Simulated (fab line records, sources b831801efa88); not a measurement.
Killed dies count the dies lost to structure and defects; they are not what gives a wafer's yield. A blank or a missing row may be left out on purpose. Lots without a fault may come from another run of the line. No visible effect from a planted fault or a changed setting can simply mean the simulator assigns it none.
The tool behind it: which one? | flow sky130 | 10 lots (29 wafers sampled), 1 step of a 708-step route

## WHAT THE GAUGES SHOWED, per wafer
SKY_CAP2M_OVL_MEAS_12.
lot  | measured     | on         | CAP2M_OVL (nm)
L429 | day 40 09:15 | overlay-02 | -2.1 -1.0 -3.1
L430 | day 41 05:32 | overlay-01 | -0.9 -0.7 -1.9
L431 | day 41 05:50 | overlay-02 | -1.5 -1.7 -1.1
L432 | day 42 01:36 | overlay-01 | -0.4 -2.4 -2.3
L433 | day 42 05:37 | overlay-02 | 0.3 -0.2 -2.9
L435 | day 42 19:51 | overlay-01 | -0.5 -2.7 -2.7
L436 | day 42 21:52 | overlay-01 | 0.3 0.5 0.6
L445 | day 45 05:06 | overlay-02 | -1.1 -1.2
L451 | day 46 18:37 | overlay-01 | 0.4 0.1 -0.7
L452 | day 46 21:30 | overlay-01 | 1.2 -0.5 0.1

## EACH LOT AND THE TOOL THAT RAN IT (in order: tool; ch and the chambers of the sampled wafers; start)
No process step before these readings appears in the record.

## THE ANSWER, worked out from the rows above alone
Rule: what is usual is taken from the lots themselves. The widest of any qualifying gaps counts: lots, ordered by their means at a reading, are off when they make up no more than a third of the lots, leave a main group of 4 or more, and stand apart from it by 3 or more times the standard deviation of that group's means. The tables above print the reading to a certain number of digits; a main group whose means all agree to those digits is not used. A lot without any number at a reading at which 4 lots or more have one is off too. The other lots that the step has rows for count as sound.
No lot is off on any of the readings shown, so nothing can be concluded from this.

## WHAT THE SIMULATOR HAD PUT IN
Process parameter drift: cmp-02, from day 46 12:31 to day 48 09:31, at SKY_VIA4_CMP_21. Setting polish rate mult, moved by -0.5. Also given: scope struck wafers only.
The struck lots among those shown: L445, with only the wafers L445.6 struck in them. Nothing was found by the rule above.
